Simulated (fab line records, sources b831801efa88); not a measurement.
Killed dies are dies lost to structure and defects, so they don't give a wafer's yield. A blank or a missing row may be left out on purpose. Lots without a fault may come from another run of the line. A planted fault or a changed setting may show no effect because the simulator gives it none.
One fault seen from 2 desks | flow sky130 | each desk has only its own numbers; what lay behind them comes last

THE TOOL OWNER'S DESK: wet_bench-03
The tool's own readings at SKY_FIELD_ISO_CLEAN_19 (cleans in SC1/SC2, time 150 s): means of the sampled wafers that have a number, for each lot that ran on this tool. A lot is out of limits, marked OUT, if its mean lies more than 4 standard deviations from the usual mean; the brackets give that distance.
Columns: A = bath_heat_duty_pct at SKY_FIELD_ISO_CLEAN_19, usual 12.9 %
lot  | first seen here | A
L186 | day 2 17:44     | 13.4
L195 | day 4 16:25     | 13.5
L196 | day 5 03:59     | 12.5
This desk's finding: nothing out of limits on any of the 3 lots.

THE METROLOGY DESK
What the gauges read, lot by lot, whatever tool the lot ran on: means of the sampled wafers that have a number. A lot is out of limits, marked OUT, if its mean lies more than 4 standard deviations from the usual mean; the brackets give that distance.
Columns: A = cd_nm at SKY_FIELD_ISO_CD_MEAS_13, usual 150.1 nm; B = FIELD_ISO_OXIDATION_01_THK at SKY_FIELD_ISO_THK_MEAS_23, usual 10.11 nm; C = FIELD_ISO_CVD_24_THK at SKY_FIELD_ISO_THK_MEAS_25, usual 596 nm; D = NWELL_OXIDATION_THK at SKY_NWELL_THK_MEAS_02, usual 10.10 nm; E = DNWELL_TW at SKY_DNWELL_TW_MEAS_09, usual 1117
lot  | first seen here | A     | B     | C   | D     | E
L186 | day 2 17:17     | 154.5 | 9.99  | 592 | 9.95  | 1112
L187 | day 2 22:13     | 150.5 | 9.79  | 597 | 10.15 | 1113
L195 | day 4 15:57     | 151.1 | 10.30 | 595 | 9.79  | 1116
L196 | day 5 03:34     | 149.8 | 10.34 | 593 | 10.14 | 1122
L197 | day 5 03:41     | 150.5 | 10.11 | 598 | 10.25 | 1116
L198 | day 5 13:12     | 147.7 | 10.18 | 596 | 10.33 | 1114
This desk's finding: nothing out of limits on any of the 6 lots.

PUT TOGETHER
The tool owner's desk saw nothing out of limits.
The metrology desk saw nothing out of limits.

WHAT THE SIMULATOR HAD PUT IN
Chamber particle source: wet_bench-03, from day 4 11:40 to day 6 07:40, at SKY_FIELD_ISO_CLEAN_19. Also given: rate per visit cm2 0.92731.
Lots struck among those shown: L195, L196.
